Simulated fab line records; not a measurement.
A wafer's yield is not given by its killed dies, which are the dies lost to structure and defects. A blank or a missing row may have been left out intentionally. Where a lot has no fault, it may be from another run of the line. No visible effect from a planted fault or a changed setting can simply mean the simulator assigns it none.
Check of tool commonality :: flow gf180mcu :: Sample size 14 lots and 42 wafers

REASON IT WAS OPENED
At GF_STI_THK_MEAS_30 the reading STI_OXIDATION_02_THK is flagged on 2 of 14 lots. Wafers without a fault read 10.02 nm, standard deviation 0.16.
Rule: flag the lot when none of its wafers has a number, or when each of its wafers that has one lies beyond 4 standard deviations from that mean. The rest of the lots are taken to be sound.

lot: L332
measured: day 2 06:49
on: film-metro-04
STI_OXIDATION_02_THK (nm), wafer by wafer: 9.72 9.77 9.82
flag: 

lot: L333
measured: day 2 11:30
on: film-metro-04
STI_OXIDATION_02_THK (nm), wafer by wafer: 10.22 9.99 10.20
flag: 

lot: L334
measured: day 2 15:56
on: film-metro-04
STI_OXIDATION_02_THK (nm), wafer by wafer: 9.90 9.92 9.89
flag: 

lot: L337
measured: day 3 08:10
on: film-metro-03
STI_OXIDATION_02_THK (nm), wafer by wafer: 9.97 10.12 9.98
flag: 

lot: L338
measured: day 3 13:11
on: film-metro-01
STI_OXIDATION_02_THK (nm), wafer by wafer: 10.22 10.02 10.24
flag: 

lot: L339
measured: day 3 17:19
on: film-metro-03
STI_OXIDATION_02_THK (nm), wafer by wafer: 10.11 10.01 10.13
flag: 

lot: L340
measured: day 3 23:38
on: film-metro-04
STI_OXIDATION_02_THK (nm), wafer by wafer: 9.94 9.84 9.91
flag: 

lot: L341
measured: day 4 05:04
on: film-metro-03
STI_OXIDATION_02_THK (nm), wafer by wafer: 9.86 9.82 9.89
flag: 

lot: L342
measured: day 4 10:55
on: film-metro-03
STI_OXIDATION_02_THK (nm), wafer by wafer: 10.13 10.33 10.11
flag: 

lot: L343
measured: day 4 15:32
on: film-metro-01
STI_OXIDATION_02_THK (nm), wafer by wafer: 10.18 10.15 9.89
flag: 

lot: L344
measured: day 4 19:31
on: film-metro-01
STI_OXIDATION_02_THK (nm), wafer by wafer: 7.39 7.25 7.23
flag: FLAGGED

lot: L345
measured: day 5 00:28
on: film-metro-01
STI_OXIDATION_02_THK (nm), wafer by wafer: 7.74 7.52 7.65
flag: FLAGGED

lot: L354
measured: day 7 00:05
on: film-metro-01
STI_OXIDATION_02_THK (nm), wafer by wafer: 9.87 9.93 9.89
flag: 

lot: L355
measured: day 7 04:02
on: film-metro-04
STI_OXIDATION_02_THK (nm), wafer by wafer: 9.90 9.88 9.80
flag: 
Average over the flagged lots: 7.46 nm; offset from the usual -2.56 nm, equal to -16 standard deviations.

WHICH TOOL RAN EACH LOT
The record keeps 1 process step preceding the reading, out of 602 steps on the route. In each cell: the tool, then ch and the chambers that the sampled wafers went through, then the start.
lot: L332
flag: 
GF_STI_OXIDATION_29: furnace-01 ch 0, day 2 05:25

lot: L333
flag: 
GF_STI_OXIDATION_29: furnace-02 ch 0, day 2 10:04

lot: L334
flag: 
GF_STI_OXIDATION_29: furnace-01 ch 0, day 2 14:32

lot: L337
flag: 
GF_STI_OXIDATION_29: furnace-02 ch 0, day 3 06:46

lot: L338
flag: 
GF_STI_OXIDATION_29: furnace-01 ch 0, day 3 11:47

lot: L339
flag: 
GF_STI_OXIDATION_29: furnace-01 ch 0, day 3 15:54

lot: L340
flag: 
GF_STI_OXIDATION_29: furnace-02 ch 0, day 3 22:15

lot: L341
flag: 
GF_STI_OXIDATION_29: furnace-02 ch 0, day 4 03:40

lot: L342
flag: 
GF_STI_OXIDATION_29: furnace-01 ch 0, day 4 09:31

lot: L343
flag: 
GF_STI_OXIDATION_29: furnace-01 ch 0, day 4 14:07

lot: L344
flag: FLAGGED
GF_STI_OXIDATION_29: furnace-01 ch 0, day 4 18:07

lot: L345
flag: FLAGGED
GF_STI_OXIDATION_29: furnace-01 ch 0, day 4 23:04

lot: L354
flag: 
GF_STI_OXIDATION_29: furnace-02 ch 0, day 6 22:40

lot: L355
flag: 
GF_STI_OXIDATION_29: furnace-02 ch 0, day 7 02:39
What the steps here do:
- GF_STI_OXIDATION_29: stabilise 600 s, purge 300 s, target thk 10 nm.
- GF_STI_THK_MEAS_30

FLAGGED OVER TOTAL, TOOL BY TOOL (the gauges that took the reading come last)
step: GF_STI_OXIDATION_29
tool: furnace-01
lots run: 8
flagged: 2
share of the flagged lots: all
sound lots run after its first flagged lot: 0

step: GF_STI_OXIDATION_29
tool: furnace-02
lots run: 6
flagged: 0
share of the flagged lots: none
sound lots run after its first flagged lot: -

step: GF_STI_THK_MEAS_30
tool: film-metro-01
lots run: 5
flagged: 2
share of the flagged lots: all
sound lots run after its first flagged lot: 1 (L354)

step: GF_STI_THK_MEAS_30
tool: film-metro-03
lots run: 4
flagged: 0
share of the flagged lots: none
sound lots run after its first flagged lot: -

step: GF_STI_THK_MEAS_30
tool: film-metro-04
lots run: 5
flagged: 0
share of the flagged lots: none
sound lots run after its first flagged lot: -

WHAT THE TABLE PERMITS
Table rows that saw every flagged lot: 2, namely furnace-01 at GF_STI_OXIDATION_29 and film-metro-01 at GF_STI_THK_MEAS_30.
- furnace-01 at GF_STI_OXIDATION_29: 2 of its 8 lots flagged. It ran its last sound lot, L343, at day 4 14:07 and its first flagged lot, L344, at day 4 18:07: a fault with its onset between the two fits.
- film-metro-01 at GF_STI_THK_MEAS_30: 2 of its 5 lots flagged. Sound lots ran on it after the first flagged one (L354), which a lasting fault on the whole tool wouldn't allow.
One tool is left: furnace-01 at GF_STI_OXIDATION_29.

WHAT WAS PUT IN BY THE SIMULATOR
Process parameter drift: furnace-01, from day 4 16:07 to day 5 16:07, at GF_STI_OXIDATION_29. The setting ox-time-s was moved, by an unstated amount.
Struck lots among those shown: L344, L345. The rule given above showed the same thing.
